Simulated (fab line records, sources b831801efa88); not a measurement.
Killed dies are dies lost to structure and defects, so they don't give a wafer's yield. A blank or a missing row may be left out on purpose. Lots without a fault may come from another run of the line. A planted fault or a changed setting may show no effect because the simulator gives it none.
Chamber matching | flow sfq_line | SFQ_TRILAYER_I5_ETCH_VIA_ETCH_147 on rie_diel-01: 4 sister chambers
The step etches the open film in CHF3, stops on Nb, target depth 360 nm. 4 wafers are shown with their chamber, then 6 later ones without.

WAFERS WITH THEIR CHAMBER
wafer  | chamber | drypump_motor_current_A (A)
L812.3 | 2       | 5.9
L813.5 | 1       | 5.1
L817.2 | 3       | 5.9
L817.6 | 0       | 5.5

WAFERS WITHOUT THEIR CHAMBER
wafer  | drypump_motor_current_A (A)
L830.1 | 5.9
L830.4 | 6.0
L830.5 | 5.5
L833.1 | 5.5
L833.2 | 5.9
L833.3 | 5.1

WHICH CHAMBER EACH WENT THROUGH
wafer  | from the rows above     | in truth
L830.1 | can't be placed: 2 or 3 | 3
L830.4 | can't be placed: 2 or 3 | 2
L830.5 | 0                       | 0
L833.1 | 0                       | 0
L833.2 | can't be placed: 2 or 3 | 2
L833.3 | 1                       | 1
Placed correctly: 3 of 6. Can't be placed from these rows: 3 (the true chamber is among the candidates in 3). Placed wrongly: 0.
How it was worked out, from the rows above alone: a wafer's distance from a chamber is the root of the sum, over the readings, of the square of ((its reading less the chamber's mean) divided by the reading's scatter). The wafer belongs to the nearest chamber; if the next one is less than 2 further off, it can't be placed. A chamber's mean is the mean of its shown wafers. The scatter: with one shown wafer a chamber, the root of the mean of the squares of how far each hidden wafer lies from its nearest shown one.
